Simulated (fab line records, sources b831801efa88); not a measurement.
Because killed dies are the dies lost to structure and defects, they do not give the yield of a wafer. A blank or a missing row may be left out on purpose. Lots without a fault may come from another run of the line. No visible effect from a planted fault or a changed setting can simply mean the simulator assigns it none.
fab line records | flow sky130
record: lots: 11 wafers: 33 last_day: 50
route steps=708 shown METAL2@487 METAL5@662 PAD_OPEN@702
lots untouched by any fault: they come from a run of this same line in which no faults occurred
start_h: hours from the record's opening day to when the first of the lot's shown wafers began | wait_h: time in hours since the lot's previous step | " repeats the value in the row above | L1.1+2: a single row standing in for several wafers | - value missing, or start not given | * or withheld: withheld | < > ~ a bound
route shown NAME@n: NAME is a module with steps in the file, n the number in the route of the first one | usual: mean and standard deviation over wafers with no fault | same: alike in all rows | chamber/n: place in a boat | sites: per-site readings | _std_site: the values' standard deviation | _edge_site: inner sites' mean taken away from outer sites' mean | radius_mm: how far each site lies from the wafer's centre | mask NAME#n: copy n | behind: the tool/chamber that last shaped the wafer | hold: what put the lot on hold/how long, in hours/how the hold closed | device: whichever transistor did not switch (one of n, p or np) | end of line: tests run on the same wafers once the route is complete | where a step has no rows: the recipe by itself | killed: dies lost to structure and defects at the first sort, not the wafer's yield | map: a wafer's dies, marking killed ones x, the rest . and places with no die _
set.NAME: the setting the step ran with; set.NAME@STEP: the setting that earlier step ran with | model.NAME: the simulator's own value behind a step, which no gauge read
steps of the route over a sample of lots; a table a step, a row a wafer
services: when a tool's chamber went out of use (start_h, in hours from the record's first day, below 0 if earlier), for how many hours, and the reason
== steps ==
step: SKY_METAL2_SPUTTER_04
recipe: material: TiN target_thk_nm: 70 power_w: 6500 time_s: 60.39 chamber_pressure_pa: 0.4
usual: throttle_valve_pct: 29.7/0.59
columns lot.wafer tool chamber start_h wait_h throttle_valve_pct
L138.1 pvd_sputter-03 - 801.96 0.0 29.6
L138.2 " - " " 29.0
L138.5 " - " " 30.1
L141.2 pvd_sputter-03 - 836.12 0.0 30.7
L141.3 " - " " 29.8
L141.5 " - " " 29.9
L142.2 pvd_sputter-04 - 844.56 0.0 29.6
L142.3 " - " " 29.3
L142.5 " - " " 29.2
L144.3 pvd_sputter-03 - 851.19 0.0 30.0
L144.4 " - " " 29.6
L144.5 " - " " 30.9
L145.3 pvd_sputter-03 - 863.57 0.0 31.0
L145.4 " - " " 29.8
L145.6 " - " " 29.1
L146.2 pvd_sputter-04 - 868.69 0.0 29.3
L146.3 " - " " 29.3
L146.5 " - " " 29.2
L147.1 pvd_sputter-04 - 882.62 0.0 29.3
L147.5 " - " " 29.3
L147.6 " - " " 29.4
L149.1 pvd_sputter-04 - 893.87 0.0 29.6
L149.4 " - " " 29.4
L149.6 " - " " 29.5
L152.2 pvd_sputter-03 - 918.85 0.0 30.9
L152.3 " - " " 29.8
L152.4 " - " " 29.7
L153.2 pvd_sputter-03 - 923.91 0.0 29.7
L153.5 " - " " 29.2
L153.6 " - " " 30.6
L160.1 pvd_sputter-04 - 963.75 0.0 29.6
L160.5 " - " " 29.7
L160.6 " - " " 28.8
step: SKY_METAL5_SPUTTER_01
recipe: material: TiN target_thk_nm: 20 power_w: 6500 time_s: 16.7 chamber_pressure_pa: 0.4
usual: throttle_valve_pct: 30.1/0.61
columns lot.wafer tool chamber start_h wait_h throttle_valve_pct
L138.1 pvd_sputter-02 - 1015.96 0.0 30.7
L138.2 " - " " 30.1
L138.5 " - " " 30.8
L141.2 pvd_sputter-02 - 1043.92 0.0 30.9
L141.3 " - " " 30.4
L141.5 " - " " 30.2
L142.2 pvd_sputter-02 - 1053.85 0.0 30.6
L142.3 " - " " 30.1
L142.5 " - " " 30.2
L144.3 pvd_sputter-02 - 1056.64 0.0 30.9
L144.4 " - " " 30.5
L144.5 " - " " 30.5
L145.3 pvd_sputter-03 - 1066.82 0.0 29.1
L145.4 " - " " 30.0
L145.6 " - " " 30.0
L146.2 pvd_sputter-03 - 1072.14 0.0 31.3
L146.3 " - " " 29.9
L146.5 " - " " 29.6
L147.1 pvd_sputter-04 - 1086.17 0.0 29.2
L147.5 " - " " 29.6
L147.6 " - " " 29.4
L149.1 pvd_sputter-03 - 1093.22 0.0 30.9
L149.4 " - " " 29.6
L149.6 " - " " 30.6
L152.2 pvd_sputter-02 - 1112.27 0.0 30.7
L152.3 " - " " 30.2
L152.4 " - " " 30.4
L153.2 pvd_sputter-03 - 1116.78 0.0 30.6
L153.5 " - " " 31.1
L153.6 " - " " 29.9
L160.1 pvd_sputter-04 - 1152.92 0.0 29.7
L160.5 " - " " 29.1
L160.6 " - " " 29.1
step: SKY_METAL5_DESCUM_14
recipe: chemistry: O2 source_power_w: 150 bias_power_w: 0 pressure_mtorr: 10 temp_c: 40 time_s: 11
usual: chamber_pressure_mTorr: 10.000/0.0094 drypump_motor_current_A: 5.6/0.55 oes_product_au: 0.994/0.016
same: bias_power_w: 0
columns lot.wafer tool chamber start_h wait_h chamber_pressure_mTorr drypump_motor_current_A oes_product_au rf_hours_counter_h
L138.1 rie_metal-04 1 1038.50 0.1 10.009 5.2 0.986 3
L138.2 " 0 " " 9.990 5.0 0.972 16
L138.5 " 0 " " 10.008 5.1 0.973 -
L141.2 rie_metal-02 0 1066.48 0.1 10.015 6.6 1.012 11
L141.3 " 1 " " 9.982 5.8 1.020 -
L141.5 " 1 " " 10.008 5.8 0.997 -
L142.2 rie_metal-03 0 1075.00 0.1 9.996 5.6 0.986 12
L142.3 " 0 " " 10.014 5.6 0.984 -
L142.5 " 0 " " 9.991 5.6 0.988 -
L144.3 rie_metal-02 1 1078.02 0.1 10.004 5.8 1.003 -
L144.4 " 0 " " 10.015 6.6 1.015 -
L144.5 " 0 " " 10.010 6.6 1.020 -
L145.3 rie_metal-04 0 1087.82 0.1 10.013 5.1 0.967 -
L145.4 " 1 " " 10.022 5.1 0.988 -
L145.6 " 1 " " 9.997 5.1 0.988 -
L146.2 rie_metal-04 1 1093.35 0.1 9.994 5.1 0.982 7
L146.3 " 1 " " 9.994 5.2 0.997 -
L146.5 " 0 " " 10.005 5.0 0.984 -
L147.1 rie_metal-04 1 1106.30 0.1 10.023 5.1 0.991 8
L147.5 " 0 " " 9.998 5.1 0.986 -
L147.6 " 1 " " 10.004 5.2 0.992 -
L149.1 rie_metal-03 0 1113.90 0.1 9.998 5.6 0.980 14
L149.4 " 1 " " 10.008 6.1 1.008 -
L149.6 " 1 " " 10.001 6.1 1.008 -
L152.2 rie_metal-02 1 1132.00 0.1 10.004 5.8 1.002 10
L152.3 " 1 " " 10.006 5.8 1.004 -
L152.4 " 0 " " 9.991 6.6 1.017 -
L153.2 rie_metal-03 1 1134.80 0.1 9.997 6.2 0.997 22
L153.5 " 0 " " 10.005 5.6 0.980 -
L153.6 " 1 " " 9.995 6.2 0.992 -
L160.1 rie_metal-04 1 1170.88 0.1 9.992 5.1 0.996 14
L160.5 " 0 " " 10.005 5.0 0.983 -
L160.6 " 1 " " 10.007 5.1 0.995 -
step: SKY_PAD_OPEN_STRIP_08
recipe: chemistry: O2/N2 power_w: 1400 pressure_mtorr: 1500 platen_temp_c: withheld overash_fraction: 0.7 o2_flow_sccm: 3000 n2_flow_sccm: 300
usual: chamber_pressure_mTorr: 1499.7/1.4 drypump_motor_current_A: 5.7/0.32 oes_product_au: 0.663/0.0048 strip_time_to_endpoint_s: 37.07/0.1
columns lot.wafer tool chamber start_h wait_h chamber_pressure_mTorr drypump_motor_current_A oes_product_au rf_hours_counter_h strip_time_to_endpoint_s
L138.1 plasma_asher-02 0 1083.84 0.1 1501.1 5.6 0.663 56 37.09
L138.2 " 1 " " 1499.6 5.8 0.664 56 37.04
L138.5 " 0 " " 1501.2 5.6 0.665 - 37.08
L141.2 plasma_asher-04 1 1110.89 0.1 1499.3 5.6 0.661 95 36.97
L141.3 " 1 " " 1501.3 5.7 0.661 - 36.98
L141.5 " 1 " " 1500.8 5.7 0.664 - 37.01
L142.2 plasma_asher-03 1 1116.85 0.1 1502.7 6.0 0.662 5 36.99
L142.3 " 1 " " 1499.0 6.0 0.661 - 37.03
L142.5 " 0 " " 1501.2 5.1 0.663 - 37.12
L144.3 plasma_asher-02 0 1121.24 0.1 1499.8 5.6 0.660 - 37.06
L144.4 " 1 " " 1500.8 5.8 0.669 - 37.02
L144.5 " 1 " " 1500.5 5.9 0.655 - 37.03
L145.3 plasma_asher-02 1 1129.74 0.1 1500.2 5.8 0.663 - 36.84
L145.4 " 0 " " 1500.1 5.6 0.654 - 36.98
L145.6 " 1 " " 1498.5 5.8 0.660 - 37.09
L146.2 plasma_asher-04 0 1134.09 0.1 1500.1 6.0 0.665 97 37.04
L146.3 " 0 " " 1500.4 6.0 0.663 - 37.14
L146.5 " 0 " " 1497.5 5.9 0.665 - 37.09
L147.1 plasma_asher-04 0 1146.45 0.1 1500.2 6.0 0.667 98 37.15
L147.5 " 0 " " 1498.7 6.0 0.674 - 37.13
L147.6 " 1 " " 1500.3 5.6 0.659 - 37.15
L149.1 plasma_asher-03 0 1153.34 0.1 1498.6 5.0 0.663 9 37.19
L149.4 " 0 " " 1500.2 5.0 0.661 - 37.05
L149.6 " 1 " " 1502.4 6.0 0.666 - 37.16
L152.2 plasma_asher-03 0 1171.15 0.1 1503.1 5.1 0.662 10 36.85
L152.3 " 0 " " 1498.1 5.0 0.659 - 36.90
L152.4 " 1 " " 1497.8 6.0 0.665 - 37.02
L153.2 plasma_asher-03 0 1172.45 0.1 1502.0 5.0 0.660 11 37.14
L153.5 " 0 " " 1498.8 5.1 0.665 - 37.12
L153.6 " 1 " " 1498.5 6.0 0.657 - 37.17
L160.1 plasma_asher-03 1 1204.09 0.1 1499.3 6.0 0.664 13 37.19
L160.5 " 1 " " 1499.2 6.0 0.664 - 37.13
L160.6 " 0 " " 1498.3 5.0 0.653 - 37.13
step: SKY_PAD_OPEN_PROBE_99
usual: defect_limited_yield: 82.4/1.9 killed_at_M0_to_M3: 43/7.5 killed_at_M4_up: 3.2/1.9 killed_at_contacts: 24/4.9 killed_at_front_end: 15/4.3 killed_at_other: 0.4/0.72 killed_dies: 86/9.1 killed_open: 47/6.5 killed_short: 39/6.5 sort_bin_3_pad_short: 0.9/0.43 sort_bin_5_function: 10.4/1.3 sort_bin_6_memory: 6.3/1.2 sort_n_pass: 406/9.1 sort_yield_pct: 82.4/1.9
same: gross_dies: 492 killed_at_back_side: 0 sort_bin_4_leakage[%]: 0 sort_bin_8_speed[%]: 0
columns lot.wafer tool chamber start_h wait_h defect_limited_yield[%] killed_at_M0_to_M3 killed_at_M4_up killed_at_contacts killed_at_front_end killed_at_other killed_dies killed_open killed_short sort_bin_3_pad_short[%] sort_bin_5_function[%] sort_bin_6_memory[%] sort_n_pass sort_yield_pct[%]
L149.1 prober-01 - 1155.56 0.1 82.5 41 3 30 12 0 86 50 34 0.4 10.6 6.5 406 82.5
L149.4 prober-01 - 1155.71 0.2 84.6 45 2 18 11 0 76 45 30 0.6 10.2 4.7 416 84.6
L149.6 prober-01 - 1155.81 0.2 84.6 44 6 9 16 1 76 46 30 0.2 10.4 4.9 416 84.6
L152.2 prober-02 - 1173.51 0.1 83.9 34 1 21 22 1 79 46 33 0.6 10.2 5.3 413 83.9
L152.3 prober-02 - 1173.56 0.2 81.5 54 2 21 12 2 91 50 41 0.8 12.0 5.7 401 81.5
L152.4 prober-02 - 1173.61 0.2 83.3 37 0 27 16 2 82 40 42 0.6 10.0 6.1 410 83.3
L153.2 prober-02 - 1174.72 0.1 82.9 45 3 19 17 0 84 55 29 0.2 11.0 5.9 408 82.9
L153.5 prober-02 - 1174.87 0.2 85.0 37 4 16 17 0 74 39 34 1.0 8.5 5.5 418 85.0
L153.6 prober-02 - 1174.92 0.2 74.6 95 1 16 13 0 125 36 37 2.8 17.1 5.5 367 74.6
killed by level:class
L149.1 CONTACT:geometric_particle:open=13 VIA3:geometric_particle:open=8 VIA1:geometric_particle:open=7 LI_CONTACT:geometric_particle:open=7 METAL2:geometric_particle:short=6 VIA3:geometric_particle:short=5 METAL1:geometric_particle:short=5 FIELD_ISO:geometric_particle:open=4
L149.4 VIA1:geometric_particle:open=11 VIA2:geometric_particle:open=8 LI_CONTACT:geometric_particle:open=6 VIA3:geometric_particle:open=5 FIELD_ISO:geometric_particle:short=4 METAL1:geometric_particle:short=4 VIA2:geometric_particle:short=4 LOCAL_INTERCONNECT:geometric_particle:short=3
L149.6 VIA1:geometric_particle:open=15 FIELD_ISO:geometric_particle:open=5 VIA3:geometric_particle:open=5 CONTACT:geometric_particle:open=5 VIA2:geometric_particle:short=5 VIA2:geometric_particle:open=5 VIA3:geometric_particle:short=5 POLY_GATE:geometric_particle:open=3
L152.2 VIA1:geometric_particle:open=12 CONTACT:geometric_particle:open=7 FIELD_ISO:geometric_particle:open=6 METAL1:geometric_particle:short=5 VIA1:geometric_particle:short=5 VIA2:geometric_particle:open=5 POLY_GATE:geometric_particle:open=4 LOCAL_INTERCONNECT:geometric_particle:short=4
L152.3 VIA1:geometric_particle:open=11 CONTACT:geometric_particle:open=8 VIA2:geometric_particle:open=7 VIA1:geometric_particle:short=7 VIA3:geometric_particle:open=7 LOCAL_INTERCONNECT:geometric_particle:short=6 FIELD_ISO:geometric_particle:short=5 LI_CONTACT:geometric_particle:open=4
L152.4 VIA1:geometric_particle:open=9 LOCAL_INTERCONNECT:geometric_particle:short=8 FIELD_ISO:geometric_particle:open=7 VIA3:geometric_particle:open=7 CONTACT:geometric_particle:open=7 METAL1:geometric_particle:short=7 CONTACT:geometric_particle:short=5 LI_CONTACT:geometric_particle:open=4
L153.2 VIA1:geometric_particle:open=16 LI_CONTACT:geometric_particle:open=8 VIA3:geometric_particle:open=7 CONTACT:geometric_particle:open=6 POLY_GATE:geometric_particle:short=4 METAL1:geometric_particle:short=4 FIELD_ISO:geometric_particle:short=3 FIELD_ISO:geometric_particle:open=3
L153.5 VIA1:geometric_particle:open=8 LI_CONTACT:geometric_particle:open=7 METAL1:geometric_particle:short=5 VIA2:geometric_particle:open=5 VIA3:geometric_particle:open=5 FIELD_ISO:geometric_particle:open=4 FIELD_ISO:geometric_particle:short=4 METAL2:geometric_particle:short=4
L153.6 METAL2:unspecified=52 VIA1:geometric_particle:open=11 CONTACT:geometric_particle:open=7 VIA3:geometric_particle:open=7 FIELD_ISO:geometric_particle:short=6 VIA1:geometric_particle:short=6 METAL2:geometric_particle:short=5 LI_CONTACT:geometric_particle:open=4
== services ==
columns tool chamber start_h hours kind
rie_metal-02 0 789.56 16.0 repair
rie_metal-03 - 797.70 2.8 pm
plasma_asher-02 - 820.39 2.8 pm
plasma_asher-02 - 833.43 4.2 repair
pvd_sputter-04 - 835.57 3.9 repair
rie_metal-04 0 837.78 18.8 repair
pvd_sputter-04 - 871.07 0.6 repair
pvd_sputter-04 - 878.24 1.3 repair
plasma_asher-02 - 893.10 11.7 pm
plasma_asher-02 - 922.01 75.3 repair
pvd_sputter-02 - 941.62 1.5 repair
plasma_asher-02 - 975.36 0.6 repair
rie_metal-02 - 977.29 10.0 pm
pvd_sputter-03 - 998.02 3.0 repair
pvd_sputter-03 - 1011.24 1.3 repair
pvd_sputter-02 - 1034.83 4.2 repair
plasma_asher-04 - 1036.06 6.7 pm
pvd_sputter-04 - 1037.13 13.5 repair
rie_metal-02 0 1046.68 10.3 repair
plasma_asher-03 - 1055.34 9.0 pm
pvd_sputter-02 - 1123.57 1.4 repair
pvd_sputter-02 - 1139.18 1.3 repair
pvd_sputter-04 - 1150.65 1.9 repair
plasma_asher-03 - 1190.71 2.8 pm
== key ==
first_sign: step: SKY_PAD_OPEN_PROBE_99 reading: killed_at_M0_to_M3 direction: up sigmas: 6.9 usual: 43 struck: 95
effect: step: SKY_PAD_OPEN_PROBE_99 reading: sort_bin_5_function direction: up sigmas: 5.1 usual: 10.4 struck: 17.1
met_at SKY_METAL2_SPUTTER_04
struck_lots L153
struck_wafers L153.6
not_acting_at SKY_METAL5_SPUTTER_01,SKY_METAL5_DESCUM_14,SKY_PAD_OPEN_STRIP_08
onset_between 918.85 923.91
fault: kind: chamber_particle_source tool: pvd_sputter-03 chamber: - onset_h: 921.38 steps: SKY_METAL2_SPUTTER_04 rate_per_visit_cm2: 0.76595 end_h: 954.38 scope: struck_wafers_only
